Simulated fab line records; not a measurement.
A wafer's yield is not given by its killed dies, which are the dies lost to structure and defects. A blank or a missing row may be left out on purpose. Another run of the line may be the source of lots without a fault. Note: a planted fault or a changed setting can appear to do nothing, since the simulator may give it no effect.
Matching of chambers || flow gf180mcu || 4 sister chambers for GF_V2_CMP_26 on cmp-02
The step polishes, stops on SiO2, t overpolish 15 s, target thk 0 nm. 19 wafers are shown with their chamber, then 9 later ones without.

WAFERS PAIRED WITH THEIR CHAMBERS
{"wafer": "L236.2", "chamber": 1, "motor-current-A (A)": 12.7, "overpolish-run-s (s)": 15.009, "time-to-endpoint-s (s)": 83.5}
{"wafer": "L236.5", "chamber": 0, "motor-current-A (A)": 11.1, "overpolish-run-s (s)": 14.998, "time-to-endpoint-s (s)": 83.6}
{"wafer": "L236.6", "chamber": 3, "motor-current-A (A)": 8.5, "overpolish-run-s (s)": 15.010, "time-to-endpoint-s (s)": 83.6}
{"wafer": "L237.2", "chamber": 1, "motor-current-A (A)": 12.9, "overpolish-run-s (s)": 14.995, "time-to-endpoint-s (s)": 82.9}
{"wafer": "L237.5", "chamber": 0, "motor-current-A (A)": 10.5, "overpolish-run-s (s)": 15.006, "time-to-endpoint-s (s)": 85.6}
{"wafer": "L237.6", "chamber": 3, "motor-current-A (A)": 8.7, "overpolish-run-s (s)": 15.001, "time-to-endpoint-s (s)": 85.9}
{"wafer": "L239.1", "chamber": 0, "motor-current-A (A)": 11.5, "overpolish-run-s (s)": 15.006, "time-to-endpoint-s (s)": 82.7}
{"wafer": "L239.3", "chamber": 2, "motor-current-A (A)": 12.7, "overpolish-run-s (s)": 14.999, "time-to-endpoint-s (s)": 79.3}
{"wafer": "L239.6", "chamber": 2, "motor-current-A (A)": 12.7, "overpolish-run-s (s)": 14.994, "time-to-endpoint-s (s)": 83.0}
{"wafer": "L242.4", "chamber": 3, "motor-current-A (A)": 8.8, "overpolish-run-s (s)": 14.983, "time-to-endpoint-s (s)": 82.6}
{"wafer": "L242.6", "chamber": 3, "motor-current-A (A)": 8.7, "overpolish-run-s (s)": 15.014, "time-to-endpoint-s (s)": 83.0}
{"wafer": "L243.2", "chamber": 2, "motor-current-A (A)": 12.9, "overpolish-run-s (s)": 14.999, "time-to-endpoint-s (s)": 86.6}
{"wafer": "L243.6", "chamber": 3, "motor-current-A (A)": 8.3, "overpolish-run-s (s)": 14.990, "time-to-endpoint-s (s)": 84.8}
{"wafer": "L251.3", "chamber": 2, "motor-current-A (A)": 12.9, "overpolish-run-s (s)": 14.997, "time-to-endpoint-s (s)": 86.1}
{"wafer": "L251.4", "chamber": 0, "motor-current-A (A)": 11.5, "overpolish-run-s (s)": 14.990, "time-to-endpoint-s (s)": 82.5}
{"wafer": "L251.6", "chamber": 1, "motor-current-A (A)": 12.2, "overpolish-run-s (s)": 15.016, "time-to-endpoint-s (s)": 86.0}
{"wafer": "L252.1", "chamber": 2, "motor-current-A (A)": 12.5, "overpolish-run-s (s)": 14.997, "time-to-endpoint-s (s)": 82.8}
{"wafer": "L252.2", "chamber": 0, "motor-current-A (A)": 11.1, "overpolish-run-s (s)": 15.008, "time-to-endpoint-s (s)": 80.3}
{"wafer": "L252.4", "chamber": 1, "motor-current-A (A)": 13.2, "overpolish-run-s (s)": 15.011, "time-to-endpoint-s (s)": 86.0}

SIGNATURES, as means of the wafers listed above
{"reading": "motor-current-A", "chamber 0": 11.140, "chamber 1": 12.750, "chamber 2": 12.740, "chamber 3": 8.600, "scatter within a chamber": 0.313}
{"reading": "overpolish-run-s", "chamber 0": 15.00160, "chamber 1": 15.00775, "chamber 2": 14.99720, "chamber 3": 14.99960, "scatter within a chamber": 0.00884}
{"reading": "time-to-endpoint-s", "chamber 0": 82.940, "chamber 1": 84.600, "chamber 2": 83.560, "chamber 3": 83.980, "scatter within a chamber": 2.08}
Rule: for each reading, subtract the chamber's mean from the wafer's reading, divide by that reading's scatter and square the result; add these up over the readings and take the root, which gives the wafer's distance from the chamber. The wafer belongs to the nearest chamber; if the next one is less than 2 further off, it can't be placed. The scatter is the square root of a quotient: the sum, over the shown wafers, of each reading's squared deviation from its chamber's mean, divided by wafers minus chambers.

WAFERS WITH NO CHAMBER GIVEN
{"wafer": "L253.2", "motor-current-A (A)": 10.6, "overpolish-run-s (s)": 15.001, "time-to-endpoint-s (s)": 80.9}
{"wafer": "L253.5", "motor-current-A (A)": 12.8, "overpolish-run-s (s)": 15.004, "time-to-endpoint-s (s)": 85.0}
{"wafer": "L253.6", "motor-current-A (A)": 8.8, "overpolish-run-s (s)": 15.002, "time-to-endpoint-s (s)": 83.6}
{"wafer": "L254.2", "motor-current-A (A)": 12.6, "overpolish-run-s (s)": 14.995, "time-to-endpoint-s (s)": 89.8}
{"wafer": "L254.3", "motor-current-A (A)": 8.9, "overpolish-run-s (s)": 14.999, "time-to-endpoint-s (s)": 84.6}
{"wafer": "L254.4", "motor-current-A (A)": 12.1, "overpolish-run-s (s)": 15.006, "time-to-endpoint-s (s)": 86.0}
{"wafer": "L255.3", "motor-current-A (A)": 12.2, "overpolish-run-s (s)": 15.006, "time-to-endpoint-s (s)": 81.3}
{"wafer": "L255.5", "motor-current-A (A)": 8.5, "overpolish-run-s (s)": 15.011, "time-to-endpoint-s (s)": 80.1}
{"wafer": "L255.6", "motor-current-A (A)": 10.4, "overpolish-run-s (s)": 14.995, "time-to-endpoint-s (s)": 81.6}

EACH ONE'S CHAMBER
{"wafer": "L253.2", "from the rows above": 0, "in truth": 0}
{"wafer": "L253.5", "from the rows above": "can't be placed: 1 or 2", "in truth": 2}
{"wafer": "L253.6", "from the rows above": 3, "in truth": 3}
{"wafer": "L254.2", "from the rows above": "can't be placed: 1 or 2", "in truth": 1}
{"wafer": "L254.3", "from the rows above": 3, "in truth": 3}
{"wafer": "L254.4", "from the rows above": "can't be placed: 1 or 2 or 0", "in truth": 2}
{"wafer": "L255.3", "from the rows above": "can't be placed: 2 or 1 or 0", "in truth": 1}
{"wafer": "L255.5", "from the rows above": 3, "in truth": 3}
{"wafer": "L255.6", "from the rows above": 0, "in truth": 0}
Correct placement for 5 of the 9. Unplaceable from these rows: 4, with the true chamber sitting among the candidates in 4. Number placed wrongly: 0.
